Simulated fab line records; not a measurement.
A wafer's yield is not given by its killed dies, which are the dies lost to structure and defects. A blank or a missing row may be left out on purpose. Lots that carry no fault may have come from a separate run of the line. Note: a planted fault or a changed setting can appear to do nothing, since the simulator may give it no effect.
Matching of chambers / flow gf180mcu / pecvd-02 running GF_V3_CVD_02: 3 sister chambers
The step deposits SiO2 from TEOS, target thk 850 nm, time 94.851 s. 3 wafers are shown with their chamber, then 8 later ones without.

== EACH WAFER AND ITS CHAMBER ==
wafer=L930.6; chamber=1; heater-power-w (W)=683
wafer=L933.4; chamber=2; heater-power-w (W)=764
wafer=L934.1; chamber=0; heater-power-w (W)=733

== WAFERS WITHOUT THEIR CHAMBER ==
wafer=L934.3; heater-power-w (W)=821
wafer=L934.4; heater-power-w (W)=650
wafer=L935.3; heater-power-w (W)=674
wafer=L935.4; heater-power-w (W)=696
wafer=L935.5; heater-power-w (W)=534
wafer=L939.1; heater-power-w (W)=729
wafer=L939.2; heater-power-w (W)=756
wafer=L939.3; heater-power-w (W)=614

== THE CHAMBER EACH PASSED THROUGH ==
wafer=L934.3; from the rows above=can't be placed: 2 or 0 or 1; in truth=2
wafer=L934.4; from the rows above=can't be placed: 1 or 0 or 2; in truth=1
wafer=L935.3; from the rows above=can't be placed: 1 or 0 or 2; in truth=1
wafer=L935.4; from the rows above=can't be placed: 1 or 0 or 2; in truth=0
wafer=L935.5; from the rows above=can't be placed: 1 or 0 or 2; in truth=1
wafer=L939.1; from the rows above=can't be placed: 0 or 2 or 1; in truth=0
wafer=L939.2; from the rows above=can't be placed: 2 or 0 or 1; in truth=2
wafer=L939.3; from the rows above=can't be placed: 1 or 0 or 2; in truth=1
0 of 8 placed correctly. Cannot be placed on the basis of these rows: 8; the candidates contain the true chamber in 8. Number placed wrongly: 0.
How it was worked out, from the rows above alone: a wafer's distance from a chamber is the root of the sum, over the readings, of the square of ((its reading less the chamber's mean) divided by the reading's scatter). The wafer belongs to the nearest chamber; if the next one is less than 2 further off, it can't be placed. A chamber's mean is the mean of its shown wafers. The scatter (one wafer shown for each chamber): square how far every hidden wafer sits from the nearest shown wafer, average those squares and take the square root.
